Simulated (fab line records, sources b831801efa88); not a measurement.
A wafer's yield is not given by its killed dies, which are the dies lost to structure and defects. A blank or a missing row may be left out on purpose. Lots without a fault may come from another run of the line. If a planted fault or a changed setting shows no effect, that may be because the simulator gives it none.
A lot that was struck, set against a sound lot ; flow sky130 ; 33 out of 708 route steps
Sound: wafers L943.2, L943.4, L943.5. Struck: wafer L937.3. (L937.1, L937.5 of the same lot were not struck and are left out.) The cause comes at the end.
Order at every step that has rows: each side's tool, ch and its chambers, its first start. Under that, the readings that differ: sound wafers ; struck wafers ; difference of the means ; sigmas: that difference in standard deviations of wafers without a fault.
alike: readings whose means differ by less than 2 such deviations, and words and numbers that are the same on both sides. not compared: withheld readings, readings that some wafer has no value for, bounds like >300 that may hide the same value, and numbers for which the record gives no deviation and whose values overlap.
A row with sigmas, a row that says differs or no value, or rows on one side alone: a step with any of these is where the two part. Numbers that have no deviation but don't overlap get no sigmas and don't part them. A reading that every wafer of one side lacks parts them only if that side has two wafers or more.

first, 8 steps without rows for these wafers: SKY_VIA1_ETCH_14 (etches BARC in N2/H2, stops on SiO2, time 45.9 s, target depth 60 nm); SKY_VIA1_ETCH_15 (etches SiO2 in C4F8/O2/Ar, stops on TiN, target depth 351 nm, time 54 s); SKY_VIA1_STRIP_16 (strips in O2/N2); SKY_VIA1_STRIP_17 (strips in post etch residue remover, time 1200 s); SKY_VIA1_CLEAN_18 (cleans in IPA, time 180 s); SKY_VIA1_CLEAN_19 (cleans in O3/DIW); SKY_VIA1_SPUTTER_20 (material TiN, target thk 20 nm, time 80 s); SKY_VIA1_CVD_21 (deposits W, target thk 270 nm, time 80.902 s).
SKY_VIA1_CMP_24: polishes, stops on SiO2, t overpolish 15 s, target thk 0 nm.
  sound on cmp-02 ch 1,2,3, day 39 05:08; struck on cmp-01 ch 1, day 37 14:31
  alike: motor current A, overpolish run s, time to endpoint s
then, 23 steps without rows for these wafers: SKY_METAL2_SPUTTER_00 (material Ti, target thk 15 nm, time 10 s); SKY_METAL2_SPUTTER_01 (material TiN, target thk 20 nm, time 16.7 s); SKY_METAL2_SPUTTER_02 (material AlCu, target thk 250 nm, time 13.3 s); SKY_METAL2_SPUTTER_03 (material Ti, target thk 5 nm, time 3.3 s); SKY_METAL2_SPUTTER_04 (material TiN, target thk 70 nm, time 58.3 s); SKY_METAL2_DEHYDRATE_07 (time 60 s); SKY_METAL2_HMDS_08 (prime time 60 s); SKY_METAL2_COAT_09 (resist thk 60 nm); SKY_METAL2_COAT_10 (resist thk 450 nm); SKY_METAL2_SOFTBAKE_11 (time 90 s); SKY_METAL2_EXPOSE_12 (exposes mask MM2, target cd 140 nm); SKY_METAL2_PEB_13; SKY_METAL2_DEVELOP_14 (develop time 60 s); SKY_METAL2_DESCUM_17 (chemistry O2, time 8 s); SKY_METAL2_ETCH_18 (etches BARC in N2/H2, stops on SiO2, time 45.9 s, target depth 60 nm); SKY_METAL2_METAL_ETCH_19 (etches the open film in Cl2/BCl3, stops on SiO2, target depth 360 nm, time 78 s); SKY_METAL2_STRIP_20 (strips in O2/N2); SKY_METAL2_STRIP_21 (strips in post etch residue remover, time 1200 s); SKY_METAL2_CLEAN_22 (cleans in IPA, time 180 s); SKY_METAL2_CLEAN_23 (cleans in O3/DIW); SKY_VIA2_HDPCVD_00 (deposits SiO2, target thk 1180 nm, time 196.7 s); SKY_VIA2_CMP_02 (polishes SiO2); SKY_VIA2_DEHYDRATE_04 (time 60 s).
-- the record jumps here: 11 days lie between the struck wafers' starts before and after (it left off in module VIA2 and takes up again in module PAD_OPEN, whose first step shown is number 708 of the route) --
SKY_PAD_OPEN_PROBE_99:
  sound on prober-02, day 49 17:38; struck on prober-02, day 48 11:57
reading;sound;struck;difference;sigmas
defect limited yield (%);82.9 83.3 82.1;46.3;-36.5;-17
killed_at_M0_to_M3;42 49 49;238;+191;+27
killed at contacts;22 23 26;12;-12;-2
killed dies;84 82 88;264;+179;+18
killed on rim;15 25 21;54;+34;+9
killed open;40 52 53;28;-20;-3
sort_bin_3_pad_short (%);1.4 1.2 1.0;4.5;+3.3;+8
sort_bin_5_function (%);10.4 7.7 10.4;32.1;+22.6;+14
sort_bin_6_memory (%);5.3 7.7 6.5;17.1;+10.6;+11
sort n pass;408 410 404;228;-179;-18
sort yield pct (%);82.9 83.3 82.1;46.3;-36.5;-17
model.etest.tester.sort n pass;408 410 404;228;-179;
model.etest.tester.sort yield pct (%);82.93 83.33 82.11;46.34;-36.45;
model.etest.tester.sort_bin_5_pct (%);10.37 7.724 10.37;32.11;+22.62;
model.etest.tester.sort_bin_6_pct (%);5.285 7.724 6.504;17.07;+10.57;
model.etest.tester.sort_bin_3_pct (%);1.423 1.22 1.016;4.472;+3.252;
  alike: killed_at_M4_up, killed at front end, killed at other, killed short

WHERE THEY PART
SKY_PAD_OPEN_PROBE_99 only, going by this record.

WHY: the cause the simulator had injected
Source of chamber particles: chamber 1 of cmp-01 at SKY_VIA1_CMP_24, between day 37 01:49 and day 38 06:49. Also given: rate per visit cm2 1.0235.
